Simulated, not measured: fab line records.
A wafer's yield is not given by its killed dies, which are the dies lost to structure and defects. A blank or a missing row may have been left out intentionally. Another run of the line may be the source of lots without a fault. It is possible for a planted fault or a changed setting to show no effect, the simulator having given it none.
Which of the tools did it? || flow gf180mcu || at 1 step of a route of 602, 13 lots with 39 wafers sampled

WHAT THE GAUGES SHOWED, per wafer
GF_V4_OVL_MEAS_15.
{"lot": "L274", "measured": "day 24 11:31", "on": "overlay-02", "V4_OVL (nm)": "-4 -7 -8"}
{"lot": "L275", "measured": "day 24 18:34", "on": "overlay-01", "V4_OVL (nm)": "-7 -11 -4"}
{"lot": "L276", "measured": "day 25 02:08", "on": "overlay-02", "V4_OVL (nm)": "-6 -14 -3"}
{"lot": "L278", "measured": "day 25 22:19", "on": "overlay-02", "V4_OVL (nm)": "3 3 -3"}
{"lot": "L279", "measured": "day 26 09:56", "on": "overlay-01", "V4_OVL (nm)": "8 3 -3"}
{"lot": "L280", "measured": "day 26 18:04", "on": "overlay-01", "V4_OVL (nm)": "-4 -7 -3"}
{"lot": "L281", "measured": "day 27 01:33", "on": "overlay-01", "V4_OVL (nm)": "4 -5 -2"}
{"lot": "L282", "measured": "day 27 04:22", "on": "overlay-01", "V4_OVL (nm)": "-6 -7 -5"}
{"lot": "L283", "measured": "day 27 15:37", "on": "overlay-02", "V4_OVL (nm)": "5 6 -1"}
{"lot": "L285", "measured": "day 28 07:07", "on": "overlay-02", "V4_OVL (nm)": "0 -3 1"}
{"lot": "L287", "measured": "day 28 17:28", "on": "overlay-02", "V4_OVL (nm)": "-1 2 3"}
{"lot": "L288", "measured": "day 29 02:24", "on": "overlay-01", "V4_OVL (nm)": "-11 -3 -3"}
{"lot": "L297", "measured": "day 31 09:00", "on": "overlay-02", "V4_OVL (nm)": "6 5 -2"}

WHICH TOOL RAN EACH LOT (tool, then ch and the chambers of the sampled wafers, then the start)
No process step before these readings appears in the record.

AS READ BY THE TOOLS THEMSELVES (means over the sampled wafers that have a number; for cases with no such wafer, the mark the record gives instead)
The record holds no such reading with a usual standard deviation.

THE ANSWER, worked out from the rows above alone
Rule: what is usual is taken from the lots themselves. The widest of any qualifying gaps counts: lots, ordered by their means at a reading, are off when they make up no more than a third of the lots, leave a main group of 4 or more, and stand apart from it by 3 or more times the standard deviation of that group's means. A main group is skipped when, at the precision printed for the reading in the tables above, its means are all equal. A lot without any number at a reading at which 4 lots or more have one is off too. All remaining lots with rows at the step are treated as sound. First the gauges in route order, then the tools' own readings, where a lot's mean is used as printed above. The first step at which some lot is off is used, and at that step the reading that is off furthest; a lot without a number counts as furthest.
No lot is off on any of the readings shown, so nothing can be concluded from this.

WHAT WAS PUT IN BY THE SIMULATOR
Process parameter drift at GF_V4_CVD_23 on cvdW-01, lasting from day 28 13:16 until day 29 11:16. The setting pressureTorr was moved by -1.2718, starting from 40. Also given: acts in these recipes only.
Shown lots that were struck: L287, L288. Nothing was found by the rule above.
